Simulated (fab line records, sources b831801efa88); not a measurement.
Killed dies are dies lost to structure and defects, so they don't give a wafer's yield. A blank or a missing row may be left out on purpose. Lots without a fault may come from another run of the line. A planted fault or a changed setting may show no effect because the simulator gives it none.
Chamber matching | flow sky130 | SKY_METAL4_ETCH_17 on rie_diel-01: 4 sister chambers
The step etches SiO2 in C4F8/O2/Ar, stops on TiN, time 3.9 s, target depth 15 nm. 8 wafers are shown with their chamber, then 10 later ones without.

WAFERS WITH THEIR CHAMBER
wafer  | chamber | oes_product_au (a.u.)
L087.2 | 3       | 0.770
L087.4 | 0       | 0.752
L087.6 | 0       | 0.750
L089.1 | 1       | 0.755
L089.3 | 2       | 0.755
L089.6 | 2       | 0.754
L091.3 | 3       | 0.765
L091.4 | 1       | 0.761

WAFERS WITHOUT THEIR CHAMBER
wafer  | oes_product_au (a.u.)
L091.5 | 0.760
L093.3 | 0.738
L093.4 | 0.746
L093.5 | 0.761
L095.1 | 0.751
L095.5 | 0.761
L095.6 | 0.765
L097.1 | 0.749
L097.5 | 0.760
L097.6 | 0.755

WHICH CHAMBER EACH WENT THROUGH
wafer  | from the rows above          | in truth
L091.5 | can't be placed: 1 or 2 or 3 | 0
L093.3 | can't be placed: 0 or 2      | 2
L093.4 | can't be placed: 0 or 2      | 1
L093.5 | can't be placed: 1 or 2 or 3 | 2
L095.1 | can't be placed: 0 or 2      | 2
L095.5 | can't be placed: 1 or 2 or 3 | 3
L095.6 | can't be placed: 3 or 1      | 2
L097.1 | can't be placed: 0 or 2      | 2
L097.5 | can't be placed: 1 or 2 or 3 | 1
L097.6 | can't be placed: 2 or 1 or 0 | 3
Placed correctly: 0 of 10. Can't be placed from these rows: 10 (the true chamber is among the candidates in 6). Placed wrongly: 0.
How it was worked out, from the rows above alone: a wafer's distance from a chamber is the root of the sum, over the readings, of the square of ((its reading less the chamber's mean) divided by the reading's scatter). The wafer belongs to the nearest chamber; if the next one is less than 2 further off, it can't be placed. A chamber's mean is the mean of its shown wafers. The scatter: the root of (the sum of the squares of (reading less its chamber's mean) over the shown wafers, divided by (wafers less chambers)).
